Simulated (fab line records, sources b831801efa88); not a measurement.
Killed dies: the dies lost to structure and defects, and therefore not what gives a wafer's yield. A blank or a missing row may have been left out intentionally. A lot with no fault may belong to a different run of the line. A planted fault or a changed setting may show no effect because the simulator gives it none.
fab line records	flow sky130
record: lots: 11	wafers: 33	lastDay: 50
route steps=708 shown METAL4@630 VIA4@651 PASSIVATION@683 PAD_OPEN@708
lots that met no fault: from a run of the same line without faults
startH: hours from the record's opening day to when the first of the lot's shown wafers began	waitH: hours elapsed since this lot's preceding step	" the same as in the row above	L1.1+2: several wafers, shown together as one row	- value missing, or start not given	* or withheld: withheld	< > ~ a bound
route shown NAME@n: names a module that has steps shown in the file, with the first one's number in the route	usual: mean/standard deviation of fault-free wafers	same: alike in all rows	chamber/n: place in a boat	sites: the reading at each site	_std_site: standard deviation across them	_edge_site: mean of outer sites minus mean of inner sites	radiusMm: for every site, how far away it sits from the centre of the wafer	mask NAME#n: copy n	behind: the tool/chamber that last shaped the wafer	hold: cause of the lot's hold/its duration in hours/its outcome	device: transistor that didn't switch, given as n, p or np	end of line: the tests these same wafers got at the end of their route	where a step has no rows: the recipe by itself	killed: not the wafer's yield, but the dies lost to structure and defects at the first sort	map: shows each die of a wafer: x if killed, . if not, _ if none is there
set.NAME: setting as actually run; set.NAME@STEP: the setting as run at that earlier step	model.NAME: the simulator's own value behind a step, which no gauge read
route steps across a sampled set of lots; one table per step, one row per wafer
services: when a tool's chamber went out of use (startH, in hours from the record's first day, below 0 if earlier), for how many hours, and the reason
== steps ==
step: SKY_METAL4_OVL_MEAS_14
usual: METAL4_OVL: -1/5.3
lot.wafer	tool	chamber	startH	waitH	METAL4_OVL[nm]
L629.2	overlay-02	-	995.60	0.1	3
L629.3	"	-	"	"	1
L629.6	"	-	"	"	6
L630.1	overlay-02	-	1013.08	0.1	-1
L630.4	"	-	"	"	-1
L630.5	"	-	"	"	-3
L631.2	overlay-01	-	1014.04	0.1	-8
L631.3	"	-	"	"	-9
L631.6	"	-	"	"	-10
L632.1	overlay-01	-	1019.73	0.1	-3
L632.5	"	-	"	"	3
L632.6	"	-	"	"	-2
L633.1	overlay-01	-	1024.38	0.1	-9
L633.3	"	-	"	"	-7
L633.4	"	-	"	"	-9
L635.2	overlay-01	-	1050.34	0.1	-2
L635.5	"	-	"	"	4
L635.6	"	-	"	"	3
L644.2	overlay-01	-	1103.95	0.1	-7
L644.3	"	-	"	"	-9
L644.4	"	-	"	"	-9
L645.2	overlay-02	-	1104.30	0.1	10
L645.3	"	-	"	"	2
L645.5	"	-	"	"	-2
L647.1	overlay-01	-	1117.54	0.1	2
L647.4	"	-	"	"	8
L647.6	"	-	"	"	1
L648.2	overlay-02	-	1131.23	0.1	7
L648.3	"	-	"	"	9
L648.6	"	-	"	"	3
L649.1	overlay-01	-	1133.68	0.1	-4
L649.5	"	-	"	"	2
L649.6	"	-	"	"	1
step: SKY_VIA4_ETCH_12
recipe: target: SiO2	chemistry: C4F8/O2/Ar	stopOn: TiN	maskMaterial: NOVOLAK	sourceW: 1500	biasW: 1200	pressureMtorr: 40	c4f8FlowSccm: withheld	O2_flow_sccm: 6	Ar_flow_sccm: 300	timeS: withheld	targetDepthA: 5800
usual: oesProductAu: 0.925/0.0048
lot.wafer	tool	chamber	startH	waitH	oesProductAu
L629.2	rieDiel-01	1	1020.54	0.0	0.933
L629.3	"	2	"	"	0.933
L629.6	"	0	"	"	0.925
L630.1	rieDiel-03	3	1038.04	0.0	0.916
L630.4	"	2	"	"	0.922
L630.5	"	0	"	"	0.929
L631.2	rieDiel-02	0	1038.70	0.0	0.922
L631.3	"	1	"	"	0.923
L631.6	"	2	"	"	0.931
L632.1	rieDiel-02	2	1043.64	0.0	0.926
L632.5	"	2	"	"	0.929
L632.6	"	1	"	"	0.923
L633.1	rieDiel-03	2	1047.99	0.0	0.929
L633.3	"	3	"	"	0.927
L633.4	"	1	"	"	0.918
L635.2	rieDiel-02	0	1073.59	0.0	0.933
L635.5	"	0	"	"	0.924
L635.6	"	3	"	"	0.926
L644.2	rieDiel-03	1	1124.34	0.0	0.920
L644.3	"	2	"	"	0.927
L644.4	"	1	"	"	0.926
L645.2	rieDiel-02	2	1125.10	0.0	0.925
L645.3	"	0	"	"	0.929
L645.5	"	0	"	"	0.927
L647.1	rieDiel-03	3	1137.14	0.0	0.922
L647.4	"	0	"	"	0.912
L647.6	"	0	"	"	0.929
L648.2	rieDiel-01	0	1151.84	0.0	0.926
L648.3	"	1	"	"	0.936
L648.6	"	3	"	"	0.928
L649.1	rieDiel-01	2	1153.30	0.0	0.928
L649.5	"	3	"	"	0.933
L649.6	"	0	"	"	0.926
step: SKY_VIA4_CVD_18
recipe: material: W	targetThkNm: 505	timeS: 152.14	tempC: 400	pressureTorr: 40
usual: heaterPowerW: 828/100
lot.wafer	tool	chamber	startH	waitH	heaterPowerW	sinceWetCleanH
L629.2	cvdW-02	0	1021.27	0.0	987	103
L629.3	"	1	"	"	716	-
L629.6	"	0	"	"	1006	-
L630.1	cvdW-01	1	1038.83	0.0	760	635
L630.4	"	1	"	"	791	-
L630.5	"	0	"	"	811	-
L631.2	cvdW-02	0	1039.43	0.0	1008	121
L631.3	"	1	"	"	728	-
L631.6	"	1	"	"	713	-
L632.1	cvdW-01	0	1044.41	0.0	808	640
L632.5	"	1	"	"	797	-
L632.6	"	0	"	"	792	-
L633.1	cvdW-01	1	1048.72	0.0	765	645
L633.3	"	1	"	"	789	-
L633.4	"	0	"	"	790	-
L635.2	cvdW-02	1	1074.32	0.0	720	156
L635.5	"	1	"	"	736	-
L635.6	"	0	"	"	1006	-
L644.2	cvdW-01	1	1125.12	0.0	792	721
L644.3	"	0	"	"	803	-
L644.4	"	1	"	"	798	-
L645.2	cvdW-01	1	1125.84	0.0	785	722
L645.3	"	1	"	"	784	-
L645.5	"	0	"	"	805	-
L647.1	cvdW-01	0	1137.91	0.0	810	734
L647.4	"	1	"	"	787	-
L647.6	"	0	"	"	796	-
L648.2	cvdW-02	0	1152.57	0.0	1001	235
L648.3	"	0	"	"	1000	-
L648.6	"	0	"	"	1003	-
L649.1	cvdW-01	1	1154.06	0.0	792	750
L649.5	"	0	"	"	770	-
L649.6	"	1	"	"	801	-
step: SKY_PASSIVATION_CVD_02
recipe: material: Si3N4	targetThkNm: 540	tempC: 400	timeS: withheld	rfW: 450
usual: heaterPowerW: 724/98
lot.wafer	tool	chamber	startH	waitH	heaterPowerW
L629.2	pecvd-04	1	1046.40	0.0	778
L629.3	"	0	"	"	625
L629.6	"	1	"	"	805
L630.1	pecvd-02	1	1062.83	0.1	800
L630.4	"	2	"	"	610
L630.5	"	0	"	"	653
L631.2	pecvd-03	0	1063.58	0.0	772
L631.3	"	1	"	"	625
L631.6	"	0	"	"	800
L632.1	pecvd-02	0	1067.52	0.1	647
L632.5	"	2	"	"	627
L632.6	"	1	"	"	865
L633.1	pecvd-03	1	1072.50	0.1	641
L633.3	"	0	"	"	879
L633.4	"	0	"	"	704
L635.2	pecvd-03	0	1096.40	0.0	747
L635.5	"	2	"	"	801
L635.6	"	1	"	"	549
L644.2	pecvd-02	1	1145.91	0.0	799
L644.3	"	0	"	"	670
L644.4	"	2	"	"	674
L645.2	pecvd-04	1	1146.54	0.0	859
L645.3	"	2	"	"	653
L645.5	"	1	"	"	861
L647.1	pecvd-02	1	1157.86	0.1	880
L647.4	"	1	"	"	900
L647.6	"	0	"	"	671
L648.2	pecvd-02	1	1173.27	0.0	832
L648.3	"	2	"	"	703
L648.6	"	0	"	"	545
L649.1	pecvd-04	1	1174.58	0.1	838
L649.5	"	2	"	"	707
L649.6	"	1	"	"	849
step: SKY_PASSIVATION_THK_MEAS_03
recipe: reads: Si3N4_of_PASSIVATION_CVD_02
usual: PASSIVATION_CVD_02_THK: 540/6.6
lot.wafer	tool	chamber	startH	waitH	hold	PASSIVATION_CVD_02_THK[nm]
L629.2	filmMetro-04	-	1046.64	-	-	532
L629.3	"	-	"	"	-	538
L629.6	"	-	"	"	-	546
L630.1	filmMetro-03	-	1063.06	-	-	537
L630.4	"	-	"	"	-	549
L630.5	"	-	"	"	-	545
L631.2	filmMetro-03	-	1063.81	-	-	546
L631.3	"	-	"	"	-	544
L631.6	"	-	"	"	-	555
L632.1	filmMetro-02	-	1067.74	-	-	529
L632.5	"	-	"	"	-	546
L632.6	"	-	"	"	-	536
L633.1	filmMetro-04	-	1072.73	-	-	545
L633.3	"	-	"	"	-	541
L633.4	"	-	"	"	-	551
L635.2	filmMetro-03	-	1096.63	-	awaitDispo/0.2h/release	462
L635.5	"	-	"	"	awaitDispo/0.2h/release	549
L635.6	"	-	"	"	awaitDispo/0.2h/release	542
L635.2	filmMetro-03	-	1096.86	0.2	-	462
L635.5	"	-	"	"	-	548
L635.6	"	-	"	"	-	542
L644.2	filmMetro-04	-	1146.15	-	-	530
L644.3	"	-	"	"	-	533
L644.4	"	-	"	"	-	547
L645.2	filmMetro-03	-	1146.77	-	-	537
L645.3	"	-	"	"	-	540
L645.5	"	-	"	"	-	546
L647.1	filmMetro-02	-	1158.09	-	-	530
L647.4	"	-	"	"	-	541
L647.6	"	-	"	"	-	537
L648.2	filmMetro-02	-	1173.50	-	-	537
L648.3	"	-	"	"	-	532
L648.6	"	-	"	"	-	542
L649.1	filmMetro-04	-	1174.81	-	-	534
L649.5	"	-	"	"	-	536
L649.6	"	-	"	"	-	538
step: SKY_PASSIVATION_ETCH_11
recipe: chemistry: CF4/O2	targetDepthNm: 725	stopOn: AlCu	sourceW: 800	biasW: 150	pressureMtorr: 150	cf4FlowSccm: 80	O2_flow_sccm: 10	timeS: 161.1
usual: drypumpMotorCurrentA: 5.8/0.4	oesProductAu: 0.978/0.0066	throttleValvePct: 5.966/0.011
lot.wafer	tool	chamber	startH	waitH	drypumpMotorCurrentA	oesProductAu	rfHoursCounterH	throttleValvePct
L629.2	rieDiel-03	0	1067.75	-	5.8	0.971	15	5.960
L629.3	"	2	"	"	5.9	0.971	18	5.962
L629.6	"	2	"	"	5.9	0.984	-	5.972
L630.1	rieDiel-03	3	1083.02	-	5.0	0.975	12	5.958
L630.4	"	1	"	"	6.0	0.971	10	5.972
L630.5	"	3	"	"	5.0	0.986	-	5.985
L631.2	rieDiel-02	2	1083.97	-	5.6	0.985	4	5.944
L631.3	"	0	"	"	5.1	0.979	18	5.949
L631.6	"	0	"	"	5.1	0.983	-	5.960
L632.1	rieDiel-02	1	1087.50	-	6.2	0.967	23	5.984
L632.5	"	0	"	"	5.1	0.978	-	5.973
L632.6	"	3	"	"	5.9	0.982	-	5.963
L633.1	rieDiel-04	0	1092.35	-	6.0	0.985	15	5.960
L633.3	"	3	"	"	6.4	0.978	18	5.962
L633.4	"	1	"	"	5.5	0.987	20	5.967
L635.2	rieDiel-04	2	1115.70	-	5.8	0.908	25	5.955
L635.5	"	0	"	"	6.0	0.987	-	5.980
L635.6	"	3	"	"	6.4	0.970	-	5.947
L644.2	rieDiel-04	3	1164.66	-	6.4	0.971	21	5.968
L644.3	"	0	"	"	6.0	0.978	18	5.980
L644.4	"	2	"	"	5.8	0.979	27	5.974
L645.2	rieDiel-03	1	1165.07	-	6.0	0.967	13	5.965
L645.3	"	3	"	"	5.1	0.981	14	5.957
L645.5	"	1	"	"	6.1	0.984	-	5.960
L647.1	rieDiel-03	3	1176.05	-	5.0	0.976	14	5.967
L647.4	"	0	"	"	5.8	0.982	18	5.950
L647.6	"	1	"	"	6.1	0.974	-	5.955
L648.2	rieDiel-03	3	1190.26	-	5.1	0.981	15	5.952
L648.3	"	0	"	"	5.9	0.968	19	5.959
L648.6	"	1	"	"	6.0	0.973	-	5.947
L649.1	rieDiel-02	1	1191.45	-	6.2	0.973	26	5.968
L649.5	"	1	"	"	6.3	0.985	-	5.967
L649.6	"	0	"	"	5.1	0.979	-	5.965
step: SKY_PAD_OPEN_PROBE_99
usual: defectLimitedYield: 82.5/1.8	killed_at_M0_to_M3: 43/6.6	killed_at_M4_up: 3.2/1.8	killedAtContacts: 24/5	killedAtFrontEnd: 15/4.5	killedAtOther: 0.2/0.46	killedDies: 86/8.8	killedOnRim: 16/3.4	killedOpen: 48/6.6	killedShort: 38/6.1	sort_bin_3_pad_short: 0.8/0.42	sort_bin_5_function: 10.4/1.4	sort_bin_6_memory: 6.3/1	sortNPass: 406/8.8	sortYieldPct: 82.5/1.8
same: grossDies: 492	killedAtBackSide: 0	sort_bin_4_leakage[%]: 0	sort_bin_8_speed[%]: 0
lot.wafer	tool	chamber	startH	waitH	defectLimitedYield[%]	killed_at_M0_to_M3	killed_at_M4_up	killedAtContacts	killedAtFrontEnd	killedAtOther	killedDies	killedOnRim	killedOpen	killedShort	sort_bin_3_pad_short[%]	sort_bin_5_function[%]	sort_bin_6_memory[%]	sortNPass	sortYieldPct[%]
L630.1	prober-01	-	1106.04	0.1	82.5	44	4	21	17	0	86	14	51	35	0.4	10.0	7.1	406	82.5
L630.4	prober-01	-	1106.19	0.2	82.9	51	3	18	12	0	84	13	39	45	1.0	11.0	5.1	408	82.9
L630.5	prober-01	-	1106.24	0.2	83.7	37	4	22	17	0	80	18	42	38	0.2	10.0	6.1	412	83.7
L632.1	prober-01	-	1110.89	0.1	81.7	46	2	28	14	0	90	16	54	36	0.8	10.4	7.1	402	81.7
L632.5	prober-01	-	1111.09	0.2	80.1	48	2	32	16	0	98	22	55	43	0.4	12.0	7.5	394	80.1
L632.6	prober-01	-	1111.14	0.2	81.9	42	5	24	18	0	89	19	49	40	1.0	9.8	7.3	403	81.9
L633.1	prober-02	-	1113.93	0.1	83.5	33	4	28	15	1	81	16	45	36	0.6	10.4	5.5	411	83.5
L633.3	prober-02	-	1114.03	0.2	81.1	60	2	22	8	1	93	22	51	42	0.2	12.6	6.1	399	81.1
L633.4	prober-02	-	1114.08	0.2	81.7	43	5	28	14	0	90	16	40	50	0.8	10.0	7.5	402	81.7
L635.2	prober-01	-	1136.89	0.1	82.5	46	3	21	15	1	86	18	45	41	1.4	10.4	5.7	406	82.5
L635.5	prober-01	-	1137.04	0.2	82.5	42	5	24	15	0	86	16	48	38	1.2	9.3	6.9	406	82.5
L635.6	prober-01	-	1137.09	0.2	83.9	45	3	16	14	1	79	17	47	32	0.6	7.9	7.5	413	83.9
L644.2	prober-02	-	1184.86	0.1	84.8	42	0	16	17	0	75	19	39	36	1.0	9.8	4.5	417	84.8
L644.3	prober-02	-	1184.91	0.2	81.1	37	5	29	21	1	93	15	44	49	1.0	10.2	7.7	399	81.1
L644.4	prober-02	-	1184.96	0.2	82.5	36	4	30	16	0	86	17	50	36	1.2	10.8	5.5	406	82.5
L647.1	prober-01	-	1194.69	0.1	82.3	49	2	25	11	0	87	16	49	38	1.2	10.6	5.9	405	82.3
L647.4	prober-01	-	1194.84	0.2	81.3	47	5	24	15	1	92	16	52	40	1.0	10.0	7.7	400	81.3
L647.6	prober-01	-	1194.94	0.2	84.1	41	4	22	11	0	78	18	32	46	1.0	8.7	6.1	414	84.1
killed by level:class
L630.1 VIA1:geometricParticle:open=13 VIA2:geometricParticle:open=7 LI_CONTACT:geometricParticle:open=6 CONTACT:geometricParticle:open=6 FIELD_ISO:geometricParticle:open=5 POLY_GATE:geometricParticle:open=5 CONTACT:geometricParticle:short=5 METAL1:geometricParticle:short=5
L630.4 VIA1:geometricParticle:open=11 VIA3:geometricParticle:open=8 VIA1:geometricParticle:short=7 CONTACT:geometricParticle:open=6 METAL2:geometricParticle:short=5 VIA3:geometricParticle:short=5 FIELD_ISO:geometricParticle:short=4 POLY_GATE:geometricParticle:short=4
L630.5 CONTACT:geometricParticle:open=8 VIA1:geometricParticle:open=8 VIA3:geometricParticle:open=8 FIELD_ISO:geometricParticle:short=5 METAL2:geometricParticle:short=5 VIA2:geometricParticle:open=5 POLY_GATE:geometricParticle:open=4 CONTACT:geometricParticle:short=4
L632.1 CONTACT:geometricParticle:open=12 VIA1:geometricParticle:open=10 VIA3:geometricParticle:open=6 VIA1:geometricParticle:short=6 VIA2:geometricParticle:open=6 CONTACT:geometricParticle:short=5 LI_CONTACT:geometricParticle:short=5 LI_CONTACT:geometricParticle:open=5
L632.5 CONTACT:geometricParticle:open=13 VIA1:geometricParticle:open=9 VIA3:geometricParticle:open=9 VIA2:geometricParticle:open=7 CONTACT:geometricParticle:short=7 METAL1:geometricParticle:short=7 VIA1:geometricParticle:short=6 LI_CONTACT:geometricParticle:open=5
L632.6 VIA1:geometricParticle:open=11 CONTACT:geometricParticle:open=9 CONTACT:geometricParticle:short=7 VIA2:geometricParticle:open=7 FIELD_ISO:geometricParticle:open=5 FIELD_ISO:geometricParticle:short=5 VIA3:geometricParticle:open=5 LI_CONTACT:geometricParticle:open=5
L633.1 CONTACT:geometricParticle:open=12 LI_CONTACT:geometricParticle:open=8 VIA1:geometricParticle:open=7 VIA1:geometricParticle:short=6 METAL2:geometricParticle:short=5 FIELD_ISO:geometricParticle:short=4 CONTACT:geometricParticle:short=4 VIA2:geometricParticle:open=4
L633.3 VIA1:geometricParticle:open=19 CONTACT:geometricParticle:open=12 VIA1:geometricParticle:short=9 VIA3:geometricParticle:open=7 VIA2:geometricParticle:open=6 METAL1:geometricParticle:short=5 METAL2:geometricParticle:short=5 VIA2:geometricParticle:short=4
L633.4 VIA1:geometricParticle:open=11 CONTACT:geometricParticle:open=9 METAL1:geometricParticle:short=9 LI_CONTACT:geometricParticle:open=7 POLY_GATE:geometricParticle:short=6 LOCAL_INTERCONNECT:geometricParticle:short=6 FIELD_ISO:geometricParticle:open=5 CONTACT:geometricParticle:short=5
L635.2 VIA1:geometricParticle:open=14 CONTACT:geometricParticle:open=9 METAL1:geometricParticle:short=8 VIA3:geometricParticle:open=5 VIA1:geometricParticle:short=5 SPACER:geometricParticle:short=4 LI_CONTACT:geometricParticle:short=4 METAL2:geometricParticle:short=4
L635.5 VIA1:geometricParticle:open=9 CONTACT:geometricParticle:open=9 METAL1:geometricParticle:short=8 VIA2:geometricParticle:open=8 VIA3:geometricParticle:open=7 LOCAL_INTERCONNECT:geometricParticle:short=6 FIELD_ISO:geometricParticle:open=4 LI_CONTACT:geometricParticle:open=4
L635.6 VIA1:geometricParticle:open=11 VIA2:geometricParticle:open=9 VIA3:geometricParticle:open=7 POLY_GATE:geometricParticle:open=6 CONTACT:geometricParticle:open=6 VIA1:geometricParticle:short=5 FIELD_ISO:geometricParticle:short=4 POLY_GATE:geometricParticle:short=4
L644.2 VIA3:geometricParticle:open=9 VIA1:geometricParticle:short=7 VIA1:geometricParticle:open=7 FIELD_ISO:geometricParticle:short=6 LI_CONTACT:geometricParticle:open=6 CONTACT:geometricParticle:open=5 POLY_GATE:geometricParticle:short=4 POLY_GATE:geometricParticle:open=4
L644.3 LI_CONTACT:geometricParticle:open=10 METAL1:geometricParticle:short=7 CONTACT:geometricParticle:open=7 FIELD_ISO:geometricParticle:open=6 CONTACT:geometricParticle:short=6 VIA3:geometricParticle:open=6 VIA1:geometricParticle:short=5 VIA1:geometricParticle:open=5
L644.4 CONTACT:geometricParticle:open=10 CONTACT:geometricParticle:short=9 VIA2:geometricParticle:open=9 VIA1:geometricParticle:open=8 POLY_GATE:geometricParticle:open=7 LI_CONTACT:geometricParticle:open=6 VIA1:geometricParticle:short=5 FIELD_ISO:geometricParticle:open=4
L647.1 VIA1:geometricParticle:open=12 LI_CONTACT:geometricParticle:open=8 VIA1:geometricParticle:short=7 CONTACT:geometricParticle:open=7 CONTACT:geometricParticle:short=6 VIA2:geometricParticle:open=6 VIA3:geometricParticle:open=6 VIA3:geometricParticle:short=5
L647.4 VIA1:geometricParticle:open=12 CONTACT:geometricParticle:open=8 VIA2:geometricParticle:open=7 VIA3:geometricParticle:open=7 VIA1:geometricParticle:short=6 LI_CONTACT:geometricParticle:open=6 POLY_GATE:geometricParticle:short=5 METAL1:geometricParticle:short=4
L647.6 METAL2:geometricParticle:short=8 VIA1:geometricParticle:short=7 VIA1:geometricParticle:open=6 LI_CONTACT:geometricParticle:open=6 LOCAL_INTERCONNECT:geometricParticle:short=6 CONTACT:geometricParticle:short=6 VIA2:geometricParticle:open=5 VIA3:geometricParticle:short=5
== services ==
tool	chamber	startH	hours	kind
pecvd-04	-	1010.45	5.5	pm
cvdW-02	-	1013.26	6.0	pm
rieDiel-02	-	1016.33	2.8	pm
rieDiel-01	3	1032.83	9.1	repair
rieDiel-01	-	1034.31	6.4	repair
cvdW-02	-	1035.08	4.3	pm
rieDiel-03	-	1038.96	1.5	repair
pecvd-03	-	1051.53	2.8	pm
rieDiel-03	3	1056.97	8.2	repair
cvdW-01	0	1060.78	10.8	repair
pecvd-04	2	1062.23	22.9	repair
pecvd-02	-	1066.22	1.1	repair
rieDiel-02	3	1081.34	4.4	repair
pecvd-02	-	1097.80	2.8	pm
rieDiel-01	1	1103.15	3.1	repair
rieDiel-01	3	1107.78	11.9	repair
rieDiel-03	3	1117.05	10.8	repair
rieDiel-03	0	1117.25	9.5	repair
rieDiel-02	1	1120.97	3.7	repair
rieDiel-04	3	1127.34	6.8	repair
rieDiel-03	3	1153.08	9.3	repair
rieDiel-03	0	1159.64	2.3	repair
rieDiel-02	-	1167.17	22.0	repair
rieDiel-02	-	1186.60	1.0	repair
== key ==
firstSign: step: SKY_PASSIVATION_THK_MEAS_03	reading: visit	direction: added
effect: step: SKY_PASSIVATION_THK_MEAS_03	reading: PASSIVATION_CVD_02_THK	direction: down	sigmas: 12	usual: 540	struck: 462
effect: step: SKY_PASSIVATION_ETCH_11	reading: oesProductAu	direction: down	sigmas: 11	usual: 0.978	struck: 0.908
metAt SKY_PASSIVATION_CVD_02
struckLots L635
struckWafers L635.2
notActingAt SKY_METAL4_OVL_MEAS_14,SKY_VIA4_ETCH_12,SKY_VIA4_CVD_18
onsetBetween 1072.50 1096.40
fault: kind: processParameterDrift	tool: pecvd-03	chamber: -	onsetH: 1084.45	steps: SKY_PASSIVATION_CVD_02	channel: timeS	offset: withheld	shape: step	endH: 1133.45	scope: struckWafersOnly	actsIn: *
